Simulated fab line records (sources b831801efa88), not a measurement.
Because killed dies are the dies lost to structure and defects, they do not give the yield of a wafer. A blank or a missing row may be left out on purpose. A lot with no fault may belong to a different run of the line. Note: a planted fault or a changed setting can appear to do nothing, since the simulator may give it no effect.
A lot that was struck, set against a sound lot | flow gf180mcu | 15 out of 602 route steps
Sound: wafers L248.1, L248.4, L248.6. Struck: wafers L258.1, L258.2, L258.5. Last of all comes the cause.
Order at every step that has rows: each side's tool, ch and its chambers, its first start. Under that, the readings that differ: sound wafers | struck wafers | difference of the means | sigmas: that difference in standard deviations of wafers without a fault.
alike: words and numbers the same on both sides, and readings whose means are apart by under 2 such deviations; not compared: readings that were withheld, readings missing a value for some wafer, numbers with overlapping values and no deviation given by the record, and bounds like >300 which may hide the same value.
The two part at a step that has a row with sigmas, a row that says differs or no value, or rows on one side only. Numbers that have no deviation but don't overlap get no sigmas and don't part them. A reading missing from all wafers of one side parts the sides only when that side holds two or more wafers.

first, 4 steps without rows for these wafers: GF_VT_IMPLANT_SOFTBAKE_25 (time 60 s); GF_VT_IMPLANT_EXPOSE_26 (exposes mask LVPWELL HV AREA, target cd 860 nm); GF_VT_IMPLANT_PEB_27; GF_VT_IMPLANT_DEVELOP_28 (develop time 60 s).
GF_VT_IMPLANT_OVL_MEAS_29:
  sound on overlay-02, day 9 07:12; struck on overlay-01, day 12 02:18
  alike: VT_IMPLANT_02_OVL
after that, 1 step had no rows for these wafers: GF_VT_IMPLANT_IMPLANT_30.
GF_VT_IMPLANT_STRIP_31: strips in O2/N2.
  sound on plasma-asher-02 ch 0,1, day 9 07:23; struck on plasma-asher-02 ch 0,1, day 12 02:29
  alike: chamber-pressure-mTorr, drypump-motor-current-A, heater-power-w, n2-flow-sccm, oes-product-au, platen-temp-c, strip-time-to-endpoint-s
  not compared: rf-hours-counter-h
GF_VT_IMPLANT_TW_MEAS_32:
  sound on film-metro-02, day 9 07:29; struck on film-metro-01, day 12 02:35
  alike: VT_IMPLANT_3_TW
then, 4 steps without rows for these wafers: GF_VT_IMPLANT_DEHYDRATE_33 (time 60 s); GF_VT_IMPLANT_HMDS_34 (prime time 60 s); GF_VT_IMPLANT_COAT_35 (resist thk 1000 nm); GF_VT_IMPLANT_SOFTBAKE_36 (time 60 s).
GF_VT_IMPLANT_EXPOSE_37: exposes mask Nwell HV AREA, target cd 860 nm.
  sound on iline-stepper-01 ch 0, day 9 16:22; struck on iline-stepper-01 ch 0, day 12 12:35
  reading              | sound                | struck               | difference | sigmas
  exposure-dose-mJ-cm2 | 139.94 140.04 140.08 | 134.70 134.81 134.55 | -5.33      | -36
  alike: mask
after that, 1 step had no rows for these wafers: GF_VT_IMPLANT_PEB_38.
GF_PASSIVATION_PROBE_99:
  the record holds rows for the sound wafers here (prober-01, day 31 15:08) but none for the struck ones

WHERE THEY PART
At GF_VT_IMPLANT_EXPOSE_37 first; at GF_PASSIVATION_PROBE_99 last (within this record only).

WHY: the cause the simulator had injected
Drift in process parameters on iline-stepper-01 at GF_VT_IMPLANT_EXPOSE_37, starting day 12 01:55. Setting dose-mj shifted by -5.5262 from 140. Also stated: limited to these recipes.
